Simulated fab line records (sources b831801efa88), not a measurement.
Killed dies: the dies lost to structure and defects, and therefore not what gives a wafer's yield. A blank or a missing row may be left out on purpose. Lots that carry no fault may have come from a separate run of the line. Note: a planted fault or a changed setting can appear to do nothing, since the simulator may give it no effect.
Shared-tool check -- flow gf180mcu -- Sampled: 12 lots, 36 wafers

## REASON IT WAS OPENED
3 of 12 lots carry a flag on the reading HV_LDD_3_TW at GF_HV_LDD_TW_MEAS_38. Fault-free wafers read 1429, with a standard deviation of 14.
Rule: flag the lot when none of its wafers has a number, or when each of its wafers that has one lies beyond 4 standard deviations from that mean. The rest of the lots are taken to be sound.

lot,measured,on,"HV_LDD_3_TW, wafer by wafer",flag
L673,day 11 08:59,film-metro-03,1449 1453 1453,
L674,day 11 18:43,film-metro-04,1432 1438 1434,
L675,day 12 02:45,film-metro-04,1416 1422 1430,
L676,day 12 12:04,film-metro-01,1525 1525 1519,FLAGGED
L677,day 12 20:13,film-metro-04,1528 1534 1530,FLAGGED
L678,day 13 04:50,film-metro-01,1426 1436 1428,
L680,day 13 22:53,film-metro-03,1569 1573 1572,FLAGGED
L688,day 16 22:24,film-metro-03,1451 1448 1459,
L692,day 17 16:53,film-metro-01,1422 1416 1416,
L693,day 18 09:25,film-metro-04,1424 1427 1423,
L694,day 18 10:05,film-metro-01,1424 1421 1426,
L696,day 19 03:06,film-metro-01,1425 1425 1423,
The mean of the flagged lots' numbers is 1542, +113 from the usual (+8 standard deviations).

## EACH LOT AND THE TOOL IT RAN ON
Before the reading, the record contains 2 process steps out of a 602-step route. Each cell gives the tool, then ch followed by the chambers the sampled wafers passed through, then the start.
lot,flag,GF_HV_LDD_IMPLANT_36,GF_HV_LDD_STRIP_37
L673,,"implanter-03 ch 0, day 11 08:44","plasma-asher-04 ch 0,1, day 11 08:53"
L674,,"implanter-02 ch 0, day 11 18:29","plasma-asher-04 ch 0,1, day 11 18:37"
L675,,"implanter-03 ch 0, day 12 02:31","plasma-asher-01 ch 0,1, day 12 02:38"
L676,FLAGGED,"implanter-03 ch 0, day 12 11:31","plasma-asher-01 ch 0,1, day 12 11:58"
L677,FLAGGED,"implanter-04 ch 0, day 12 19:38","plasma-asher-04 ch 0,1, day 12 20:07"
L678,,"implanter-02 ch 0, day 13 04:35","plasma-asher-04 ch 0,1, day 13 04:44"
L680,FLAGGED,"implanter-02 ch 0, day 13 22:19","plasma-asher-04 ch 0,1, day 13 22:47"
L688,,"implanter-04 ch 0, day 16 22:10","plasma-asher-01 ch 0, day 16 22:17"
L692,,"implanter-04 ch 0, day 17 16:38","plasma-asher-01 ch 0,1, day 17 16:47"
L693,,"implanter-02 ch 0, day 18 09:10","plasma-asher-02 ch 0, day 18 09:19"
L694,,"implanter-03 ch 0, day 18 09:50","plasma-asher-02 ch 1, day 18 09:59"
L696,,"implanter-02 ch 0, day 19 02:52","plasma-asher-04 ch 0,1, day 19 02:59"
What the steps here do:
- GF_HV_LDD_IMPLANT_36
- GF_HV_LDD_STRIP_37: strips in O2/N2.
- GF_HV_LDD_TW_MEAS_38

## FLAGGED AGAINST TOTAL, ONE TOOL AT A TIME (gauges that did the reading follow at the end)
step,tool,lots run,flagged,share of the flagged lots,sound lots run after its first flagged lot
GF_HV_LDD_IMPLANT_36,implanter-02,5,1,some,"2 (L693,L696)"
GF_HV_LDD_IMPLANT_36,implanter-03,4,1,some,1 (L694)
GF_HV_LDD_IMPLANT_36,implanter-04,3,1,some,"2 (L688,L692)"
GF_HV_LDD_STRIP_37,plasma-asher-01,4,1,some,"2 (L688,L692)"
GF_HV_LDD_STRIP_37,plasma-asher-02,2,0,none,-
GF_HV_LDD_STRIP_37,plasma-asher-04,6,2,some,"2 (L678,L696)"
GF_HV_LDD_TW_MEAS_38,film-metro-01,5,1,some,"4 (L678,L692,L694,L696)"
GF_HV_LDD_TW_MEAS_38,film-metro-03,3,1,some,1 (L688)
GF_HV_LDD_TW_MEAS_38,film-metro-04,4,1,some,1 (L693)

## THE TABLE: WHAT IT ALLOWS
No row of the table ran every flagged lot.

## WHAT THE SIMULATOR PUT IN
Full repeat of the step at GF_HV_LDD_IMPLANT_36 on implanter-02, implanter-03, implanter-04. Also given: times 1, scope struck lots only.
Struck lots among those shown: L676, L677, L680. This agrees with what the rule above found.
